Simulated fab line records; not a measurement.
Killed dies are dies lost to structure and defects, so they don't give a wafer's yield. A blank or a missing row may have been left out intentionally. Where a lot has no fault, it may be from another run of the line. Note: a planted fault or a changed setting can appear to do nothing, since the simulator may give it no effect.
fab line records ; flow sky130
record lots=12; wafers=36; last-day=50
route steps=708 shown SONOS_ONO@168 VIA2@529 CAPM@540
lots with no fault: from the same line, run without faults
start-h: hours from the record's first day to the start of the lot's first wafer shown ; wait-h: time in hours since the lot's previous step ; " repeats the value in the row above ; L1.1+2: several wafers, shown together as one row ; - no value, or no start was given ; * or withheld: withheld ; < > ~ a bound
route shown NAME@n: names a module that has steps shown in the file, with the first one's number in the route ; usual: mean and standard deviation over wafers with no fault ; same: alike in all rows ; chamber/n: place in a boat ; sites: per-site readings ; _std_site: the values' standard deviation ; _edge_site: outer sites' mean less inner sites' ; radius-mm: for every site, how far away it sits from the centre of the wafer ; mask NAME#n: copy n ; behind: the most recent tool/chamber to have shaped the wafer ; hold: the reason the lot was held/the length of the hold in hours/how it ended ; device: transistor that didn't switch, given as n, p or np ; end of line: the tests these same wafers got at the end of their route ; a step with no rows: only its recipe ; killed: the dies lost at the first sort to structure and to defects; this is not the yield of the wafer ; map: a wafer's dies, marking killed ones x, the rest . and places with no die _
set.NAME: the setting that was run; set.NAME@STEP: the one run at that earlier step ; model.NAME: the simulator's own value behind a step, which no gauge read
route steps across a sampled set of lots; one table per step, one row per wafer
services: from which hour (start-h, from the record's first day; less than 0 if before it) a tool's chamber was out of use, for how many hours, and why
## steps
# step SKY_SONOS_ONO_OXIDATION_00
# recipe temp-c=800; ambient=O2; idle-temp-c=700; ramp-up-c-per-min=10; ramp-down-c-per-min=3; stabilise-s=600; purge-s=300; target-thk-a=26; ox-time-s=1249
# usual spike-tc-centre-C=801.9/1.6; spike-tc-top-C=814.4/1; spike-tc-upper-C=799.9/0.93; zone-power-top-pct=27.0/2.4; zone-power-upper-pct=15.7/0.86
lot.wafer;tool;chamber;start-h;wait-h;spike-tc-centre-C;spike-tc-top-C;spike-tc-upper-C;zone-power-top-pct;zone-power-upper-pct
L805.2;furnace-02;0;275.55;0.7;804.6;814.9;800.1;25.2;15.0
L805.3;furnace-02;0;275.55;0.7;802.6;813.8;800.3;25.1;15.2
L805.5;furnace-02;0;275.55;0.7;802.5;816.4;801.1;25.0;15.0
L807.1;furnace-02;0;290.10;0.4;802.2;814.2;798.5;25.2;15.0
L807.2;furnace-02;0;290.10;0.4;802.6;813.9;798.8;25.6;15.1
L807.6;furnace-02;0;290.10;0.4;802.3;813.7;801.6;25.4;15.0
L808.2;furnace-01;0;293.14;0.8;802.9;812.7;799.7;30.2;17.1
L808.3;furnace-01;0;293.14;0.8;799.6;814.4;799.1;30.1;16.6
L808.4;furnace-01;0;293.14;0.8;799.2;814.6;799.6;29.9;16.8
L810.2;furnace-02;0;309.48;0.0;804.1;815.3;799.5;24.9;15.0
L810.5;furnace-02;0;309.48;0.0;805.4;816.0;799.6;25.4;14.9
L810.6;furnace-02;0;309.48;0.0;803.7;815.6;800.1;25.7;14.9
L812.1;furnace-02;0;324.53;1.3;801.9;813.7;800.6;24.7;15.2
L812.5;furnace-02;0;324.53;1.3;800.6;815.1;800.5;24.9;14.9
L812.6;furnace-02;0;324.53;1.3;802.8;814.5;800.5;25.4;15.2
L813.2;furnace-02;0;329.15;0.0;803.3;815.9;800.4;25.3;15.0
L813.3;furnace-02;0;329.15;0.0;803.5;814.3;800.1;24.8;15.0
L813.5;furnace-02;0;329.15;0.0;803.2;813.9;801.3;25.1;14.9
L814.3;furnace-01;0;333.87;0.8;800.0;814.0;799.6;29.8;16.9
L814.4;furnace-01;0;333.87;0.8;799.7;813.8;801.4;30.5;17.1
L814.6;furnace-01;0;333.87;0.8;800.1;814.4;800.6;30.5;16.8
L815.1;furnace-01;0;341.39;0.6;802.2;815.8;800.6;29.8;16.7
L815.2;furnace-01;0;341.39;0.6;799.4;813.9;798.0;30.0;16.6
L815.3;furnace-01;0;341.39;0.6;802.5;814.9;801.0;30.1;17.1
L823.2;furnace-01;0;402.98;0.0;802.6;814.9;800.5;29.9;16.9
L823.3;furnace-01;0;402.98;0.0;801.8;813.6;798.5;29.9;16.7
L823.6;furnace-01;0;402.98;0.0;801.3;813.2;802.0;30.2;16.9
L824.2;furnace-02;0;412.62;1.1;808.4;820.8;759.7;31.8;1.9
L824.5;furnace-02;0;412.62;1.1;807.1;821.1;760.2;31.6;1.9
L824.6;furnace-02;0;412.62;1.1;807.8;819.8;760.0;31.6;1.9
L825.2;furnace-02;0;427.18;1.7;807.8;821.7;760.2;32.2;1.9
L825.4;furnace-02;0;427.18;1.7;808.6;821.6;760.8;31.9;1.9
L825.5;furnace-02;0;427.18;1.7;808.4;820.7;760.5;32.1;1.9
L827.1;furnace-01;0;436.48;0.0;800.9;813.2;800.1;29.9;16.9
L827.3;furnace-01;0;436.48;0.0;800.5;812.7;800.7;30.2;16.5
L827.5;furnace-01;0;436.48;0.0;799.9;814.0;799.5;30.3;16.8
# step SKY_VIA2_RS_MEAS_22
# recipe thk-meas-gauge=four-point-probe; reads=W_of_VIA2_CVD_21+TiN_of_VIA2_SPUTTER_20
# usual VIA2_W_RS=0.276/0.0033
lot.wafer;tool;chamber;start-h;wait-h;VIA2_W_RS[ohm/sq]
L805.2;film-metro-01;-;875.99;0.1;0.271
L805.3;film-metro-01;-;875.99;0.1;0.276
L805.5;film-metro-01;-;875.99;0.1;0.272
L807.1;film-metro-01;-;887.70;0.1;0.275
L807.2;film-metro-01;-;887.70;0.1;0.280
L807.6;film-metro-01;-;887.70;0.1;0.272
L808.2;film-metro-01;-;892.05;0.1;0.271
L808.3;film-metro-01;-;892.05;0.1;0.281
L808.4;film-metro-01;-;892.05;0.1;0.274
L810.2;film-metro-01;-;905.00;0.1;0.281
L810.5;film-metro-01;-;905.00;0.1;0.282
L810.6;film-metro-01;-;905.00;0.1;0.276
L812.1;film-metro-03;-;920.49;0.1;0.280
L812.5;film-metro-03;-;920.49;0.1;0.283
L812.6;film-metro-03;-;920.49;0.1;0.281
L813.2;film-metro-03;-;924.73;0.1;0.280
L813.3;film-metro-03;-;924.73;0.1;0.276
L813.5;film-metro-03;-;924.73;0.1;0.277
L814.3;film-metro-01;-;931.46;0.1;0.275
L814.4;film-metro-01;-;931.46;0.1;0.274
L814.6;film-metro-01;-;931.46;0.1;0.276
L815.1;film-metro-04;-;934.85;0.1;0.273
L815.2;film-metro-04;-;934.85;0.1;0.276
L815.3;film-metro-04;-;934.85;0.1;0.272
L823.2;film-metro-03;-;989.55;0.1;0.274
L823.3;film-metro-03;-;989.55;0.1;0.273
L823.6;film-metro-03;-;989.55;0.1;0.273
L824.2;film-metro-03;-;992.34;0.1;0.281
L824.5;film-metro-03;-;992.34;0.1;0.284
L824.6;film-metro-03;-;992.34;0.1;0.282
L825.2;film-metro-04;-;1006.80;0.1;0.276
L825.4;film-metro-04;-;1006.80;0.1;0.279
L825.5;film-metro-04;-;1006.80;0.1;0.277
L827.1;film-metro-04;-;1013.18;0.1;0.273
L827.3;film-metro-04;-;1013.18;0.1;0.275
L827.5;film-metro-04;-;1013.18;0.1;0.278
# step SKY_CAPM_RS_MEAS_03
# recipe thk-meas-gauge=four-point-probe; reads=TiN_of_CAPM_SPUTTER_02
# usual CAPM_TIN_RS=6.92/0.091
lot.wafer;tool;chamber;start-h;wait-h;CAPM_TIN_RS[ohm/sq]
L805.2;film-metro-02;-;877.04;0.1;6.85
L805.3;film-metro-02;-;877.04;0.1;6.96
L805.5;film-metro-02;-;877.04;0.1;6.82
L807.1;film-metro-02;-;888.56;0.1;6.98
L807.2;film-metro-02;-;888.56;0.1;6.90
L807.6;film-metro-02;-;888.56;0.1;6.99
L808.2;film-metro-03;-;892.92;0.1;6.95
L808.3;film-metro-03;-;892.92;0.1;6.95
L808.4;film-metro-03;-;892.92;0.1;6.97
L810.2;film-metro-02;-;905.84;0.1;6.93
L810.5;film-metro-02;-;905.84;0.1;6.93
L810.6;film-metro-02;-;905.84;0.1;6.95
L812.1;film-metro-03;-;921.41;0.1;7.03
L812.5;film-metro-03;-;921.41;0.1;7.00
L812.6;film-metro-03;-;921.41;0.1;6.90
L813.2;film-metro-02;-;925.57;0.1;6.93
L813.3;film-metro-02;-;925.57;0.1;6.73
L813.5;film-metro-02;-;925.57;0.1;6.78
L814.3;film-metro-03;-;932.28;0.1;6.88
L814.4;film-metro-03;-;932.28;0.1;6.87
L814.6;film-metro-03;-;932.28;0.1;6.87
L815.1;film-metro-02;-;935.67;0.1;6.76
L815.2;film-metro-02;-;935.67;0.1;6.79
L815.3;film-metro-02;-;935.67;0.1;6.87
L823.2;film-metro-03;-;990.37;0.1;7.02
L823.3;film-metro-03;-;990.37;0.1;6.88
L823.6;film-metro-03;-;990.37;0.1;6.97
L824.2;film-metro-03;-;993.17;0.1;6.89
L824.5;film-metro-03;-;993.17;0.1;6.79
L824.6;film-metro-03;-;993.17;0.1;7.00
L825.2;film-metro-04;-;1007.63;0.1;6.91
L825.4;film-metro-04;-;1007.63;0.1;6.98
L825.5;film-metro-04;-;1007.63;0.1;7.01
L827.1;film-metro-02;-;1014.07;0.1;6.80
L827.3;film-metro-02;-;1014.07;0.1;6.67
L827.5;film-metro-02;-;1014.07;0.1;6.96
# step SKY_CAPM_METAL_ETCH_13
# recipe target-depth-nm=220; stop-on=SiO2; chemistry=Cl2/BCl3; target=TiN; pressure-mtorr=10; icp-w=900; bias-w=48.5; Cl2_flow_sccm=60; bcl3-flow-sccm=30; time-s=62.9
# usual drypump-motor-current-A=5.6/0.48; oes-product-au=0.942/0.0082; rf-fwd-power-W=892.3/2.8; throttle-valve-pct=21.902/0.0095
lot.wafer;tool;chamber;start-h;wait-h;drypump-motor-current-A;oes-product-au;rf-fwd-power-W;rf-hours-counter-h;throttle-valve-pct
L805.2;rie-metal-02;1;902.85;0.0;5.8;0.959;890.2;14;21.904
L805.3;rie-metal-02;1;902.85;0.0;5.8;0.936;890.9;-;21.883
L805.5;rie-metal-02;0;902.85;0.0;6.2;0.951;894.9;-;21.897
L807.1;rie-metal-04;1;913.80;0.0;5.8;0.934;889.3;16;21.905
L807.2;rie-metal-04;0;913.80;0.0;4.8;0.949;889.3;14;21.901
L807.6;rie-metal-04;1;913.80;0.0;5.8;0.938;887.5;-;21.907
L808.2;rie-metal-04;1;917.87;0.0;5.8;0.935;891.2;16;21.906
L808.3;rie-metal-04;1;917.87;0.0;5.8;0.943;892.9;-;21.901
L808.4;rie-metal-04;0;917.87;0.0;4.8;0.932;891.7;-;21.892
L810.2;rie-metal-04;0;930.40;0.0;4.8;0.937;889.4;14;21.891
L810.5;rie-metal-04;1;930.40;0.0;5.8;0.942;895.6;-;21.897
L810.6;rie-metal-04;0;930.40;0.0;4.8;0.935;893.3;-;21.921
L812.1;rie-metal-03;0;946.30;0.0;5.2;0.924;893.9;2;21.904
L812.5;rie-metal-03;0;946.30;0.0;5.2;0.937;894.2;-;21.903
L812.6;rie-metal-03;1;946.30;0.0;6.0;0.940;888.8;-;21.894
L813.2;rie-metal-04;0;950.23;0.0;4.8;0.940;888.1;-;21.912
L813.3;rie-metal-04;0;950.23;0.0;4.8;0.955;885.1;-;21.902
L813.5;rie-metal-04;0;950.23;0.0;4.8;0.947;889.6;-;21.889
L814.3;rie-metal-03;0;956.32;0.0;5.2;0.953;891.2;-;21.901
L814.4;rie-metal-03;1;956.32;0.0;6.0;0.954;890.2;-;21.891
L814.6;rie-metal-03;0;956.32;0.0;5.2;0.944;892.0;-;21.889
L815.1;rie-metal-03;1;959.94;0.0;6.0;0.946;890.4;7;21.887
L815.2;rie-metal-03;0;959.94;0.0;5.2;0.953;896.8;2;21.893
L815.3;rie-metal-03;1;959.94;0.0;6.0;0.947;889.4;-;21.895
L823.2;rie-metal-03;0;1013.45;0.0;5.2;0.935;894.2;5;21.917
L823.3;rie-metal-03;1;1013.45;0.0;6.0;0.948;886.6;-;21.896
L823.6;rie-metal-03;0;1013.45;0.0;5.3;0.937;893.8;-;21.900
L824.2;rie-metal-04;1;1015.69;0.0;5.8;0.938;895.7;4;21.897
L824.5;rie-metal-04;1;1015.69;0.0;5.9;0.956;895.7;-;21.897
L824.6;rie-metal-04;0;1015.69;0.0;4.8;0.931;892.9;-;21.909
L825.2;rie-metal-04;0;1030.70;0.0;4.8;0.947;891.7;19;21.900
L825.4;rie-metal-04;0;1030.70;0.0;4.8;0.933;889.3;-;21.902
L825.5;rie-metal-04;0;1030.70;0.0;4.8;0.935;894.3;-;21.895
L827.1;rie-metal-03;0;1036.74;0.0;5.2;0.949;892.6;6;21.887
L827.3;rie-metal-03;1;1036.74;0.0;6.0;0.965;887.0;-;21.882
L827.5;rie-metal-03;1;1036.74;0.0;6.0;0.944;887.7;-;21.888
## services
tool;chamber;start-h;hours;kind
rie-metal-03;-;275.38;1.4;pm
furnace-01;-;302.55;2.9;pm
furnace-02;-;313.35;2.6;pm
rie-metal-03;0;338.04;43.3;repair
rie-metal-04;1;404.69;19.5;repair
furnace-02;-;413.96;3.7;pm
furnace-01;-;440.86;3.1;pm
furnace-02;-;458.32;5.8;pm
furnace-01;-;469.48;3.9;pm
furnace-01;-;523.12;2.1;repair
furnace-01;-;528.42;7.8;repair
furnace-02;-;534.53;25.9;repair
furnace-02;-;578.06;18.8;pm
furnace-02;-;596.91;2.7;pm
furnace-02;-;599.56;4.5;pm
furnace-02;-;601.64;4.8;repair
rie-metal-04;-;637.50;1.4;pm
furnace-01;-;637.57;3.0;pm
rie-metal-04;0;640.24;14.2;repair
furnace-02;-;748.79;3.5;pm
furnace-02;-;877.48;2.6;pm
rie-metal-04;-;902.57;0.6;repair
furnace-02;-;916.79;3.5;pm
rie-metal-04;0;972.85;15.9;repair
## key
first-sign step=SKY_SONOS_ONO_OXIDATION_00; reading=spike-tc-upper-C; direction=down; sigmas=43; usual=799.9; struck=760.2
effect step=SKY_SONOS_ONO_OXIDATION_00; reading=zone-power-upper-pct; direction=down; sigmas=16; usual=15.7; struck=1.9
met-at SKY_SONOS_ONO_OXIDATION_00
struck-lots L824,L825
tester-left-out L824,L825
not-acting-at SKY_VIA2_RS_MEAS_22,SKY_CAPM_RS_MEAS_03,SKY_CAPM_METAL_ETCH_13
onset-between 329.15 412.62
fault kind=process-parameter-drift; tool=furnace-02; chamber=-; onset-h=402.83; steps=SKY_SONOS_ONO_OXIDATION_00; channel=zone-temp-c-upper; offset=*; shape=step; end-h=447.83
# tester-left-out: of these lots the tester's yield and bins aren't shown, on N5 and GAA mostly nor the transistor test; their killed dies are dies lost to structure and defects alone, not to doping, threshold or leakage, so they don't give the yield
